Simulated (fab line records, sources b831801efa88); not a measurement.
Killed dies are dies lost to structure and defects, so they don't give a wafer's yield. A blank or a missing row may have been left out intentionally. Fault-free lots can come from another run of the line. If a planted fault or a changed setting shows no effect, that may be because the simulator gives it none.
Comparing a struck lot with a sound one | flow sky130 | 14 out of 708 route steps
Sound: these wafers, L240.1, L240.2, L240.4. The struck wafers were L247.1, L247.2, L247.6. The cause comes at the end.
At each step with rows: each side's tool, then ch and its chambers, then its first start. Under that, the readings that differ: sound wafers | struck wafers | difference of the means | sigmas: that difference in standard deviations of wafers without a fault.
alike: words and numbers the same on both sides, and readings whose means are apart by under 2 such deviations; not compared: readings that were withheld, readings missing a value for some wafer, numbers with overlapping values and no deviation given by the record, and bounds like >300 which may hide the same value.
The two part at a step that has a row with sigmas, a row that says differs or no value, or rows on one side only. Numbers that have no deviation but don't overlap get no sigmas and don't part them. Lack of a reading on every wafer of one side parts them only where that side has two or more wafers.

SKY_CONTACT_CVD_00: deposits Si3N4, target thk 75 nm.
  sound on pecvd-01 ch 0,1, day 33 01:29; struck on pecvd-04 ch 0,2, day 35 15:57
  alike: heaterPowerW
SKY_CONTACT_THK_MEAS_01:
  sound on filmMetro-02 at day 33 01:32; struck on filmMetro-01 at day 35 15:59
  alike: CONTACT_CVD_00_THK
then, 1 step without rows for these wafers: SKY_CONTACT_HDPCVD_02 (deposits SiO2, target thk 565 nm, time 94.2 s).
SKY_CONTACT_THK_MEAS_03:
  sound on filmMetro-04 at day 33 01:40; struck on filmMetro-02 at day 35 16:07
  alike: CONTACT_HDPCVD_THK
SKY_CONTACT_CMP_04: polishes SiO2.
  sound on cmp-01 ch 0,1,3, day 33 01:44; struck on cmp-02 ch 0,2,3, day 35 16:13
  alike: edgeZonePressureFrac, motorCurrentA, slurryFlowMlMin, timeToEndpointS
SKY_CONTACT_BOW_MEAS_05:
  sound on filmMetro-04 at day 33 02:02; struck on filmMetro-01 at day 35 16:28
  alike: CONTACT_BOW
then, 6 steps without rows for these wafers: SKY_CONTACT_DEHYDRATE_06 (time 60 s); SKY_CONTACT_HMDS_07 (prime time 60 s); SKY_CONTACT_COAT_08 (resist thk 60 nm); SKY_CONTACT_COAT_09 (resist thk 450 nm); SKY_CONTACT_SOFTBAKE_10 (time 90 s); SKY_CONTACT_EXPOSE_11 (exposes mask CTM1, target cd 170 nm).
SKY_CONTACT_PEB_12:
  struck on lithoTrack-01, day 36 18:00; sound on lithoTrack-04 ch 0, day 34 04:00
reading        | sound          | struck | difference                    | sigmas
exhaustPa (Pa) | 44.6 43.7 44.4 | - - -  | no value on the struck wafers | 
  not compared: chillPlateTempC
then, 1 step without rows for these wafers: SKY_CONTACT_DEVELOP_13 (develop time 60 s).

== WHERE THEY PART ==
At SKY_CONTACT_PEB_12 and nowhere else, as far as this record goes.

WHY: what had been put in by the simulator
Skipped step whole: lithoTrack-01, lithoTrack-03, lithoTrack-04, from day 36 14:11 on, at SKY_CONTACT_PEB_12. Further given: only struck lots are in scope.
